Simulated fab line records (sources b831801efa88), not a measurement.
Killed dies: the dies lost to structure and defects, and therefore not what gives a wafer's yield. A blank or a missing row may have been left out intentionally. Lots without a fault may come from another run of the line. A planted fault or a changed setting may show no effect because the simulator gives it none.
8D (eight disciplines) problem report, filled in by code | flow sfq-line | the parts of the form that need people (team, actions taken, sign-off) are left out

== 1. WHAT WENT WRONG ==
Mean of rf-fwd-power-W at SFQ_TRILAYER_L0_CAP_PECVD_011: 149.7 W across 2 wafers in 2 lots; on wafers with no fault it is 179.9 W (standard deviation 1.1). That is -27 standard deviations from the usual mean.
The step: deposits SiO2 from SiH4/N2O, time 13.333 s, target thk 60 nm.
First seen on wafer L318.5, day 7 02:32, on pecvd-04. Wafers with a number at this step in the record: 18, from 6 lots. Rule for "out", or "out of limits": more than 4 standard deviations from the usual mean. The rest of the wafers with a number are treated as sound.

== 2. WHAT IT IS; WHAT IT IS NOT ==
question                    | is               | is not
which readings at this step | rf-fwd-power-W   | heater-power-w, throttle-valve-pct
which lots                  | L318, L319       | L307, L309, L327, L328
which wafers of those lots  | L318.5, L319.2   | L318.2, L318.4, L319.3, L319.5
read on which tools         | pecvd-04         | pecvd-01
when                        | from day 7 02:32 | up to then (8 sound wafers); but 8 sound wafers of L319, L327, L328 came after

== 3. SUSPECTS, AND WHAT RULES EACH OUT ==
Counting: if a tool at a process step up to the reading ran every lot that is out, it stays a suspect. Sound lots after the first of them don't rule it out here, since some wafers of a struck lot are sound.
- pecvd-04 at SFQ_TRILAYER_L0_CAP_PECVD_011 (deposits SiO2 from SiH4/N2O, time 13.333 s, target thk 60 nm): kept. Ran every lot that is out, first one L318 (day 7 02:32); last sound lot up to then L307 (day 4 10:40). On those wafers its own readings are out: rf-fwd-power-W.
- Within pecvd-04 at SFQ_TRILAYER_L0_CAP_PECVD_011: the wafers that are out ran in chamber 0; their sound lot-mates ran in chambers 1, 2.
The count leaves pecvd-04 at SFQ_TRILAYER_L0_CAP_PECVD_011.

== 4. THE CAUSE (what the simulator had put in) ==
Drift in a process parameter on pecvd-04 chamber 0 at SFQ_TRILAYER_L0_CAP_PECVD_011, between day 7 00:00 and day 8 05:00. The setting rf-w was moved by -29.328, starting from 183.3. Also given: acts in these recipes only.
This tool alone remained once counting was done.

== 5. THE EFFECT CHAIN, in route order ==
Rows list readings where the struck wafers' mean (over those with a number) sits beyond 3 standard deviations from the usual. Only readings for which the record gives a usual standard deviation are gone through. hours: the time from each lot's start at the first step in this table that gives one to its start at this step, as a median over the lots. sigmas: the change in usual standard deviations.
hours | step                                  | reading        | usual      | on struck wafers | change | sigmas
0     | SFQ_TRILAYER_L0_CAP_PECVD_011         | rf-fwd-power-W | 179.9 W    | 149.7            | -30.2  | -27
81    | SFQ_TRILAYER_L0_VIA_ETCH_VIA_ETCH_016 | oes-product-au | 0.843 a.u. | 0.817            | -0.026 | -3.0
The process steps in it:
- SFQ_TRILAYER_L0_CAP_PECVD_011: deposits SiO2 from SiH4/N2O, time 13.333 s, target thk 60 nm.
- SFQ_TRILAYER_L0_VIA_ETCH_VIA_ETCH_016: etches SiO2 in CHF3, stops on MoNx KI, target depth 80 nm.
At these later measuring or inspecting steps, every struck wafer for which the step has a row has a number for every such reading, and none has moved that far: SFQ_L0V_OVL_MEAS_903.

== 6. HOW IT WOULD HAVE BEEN CAUGHT EARLIER ==
The fault began at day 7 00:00; the first out-of-limits reading in this record came at day 7 02:32, 3 hours later.
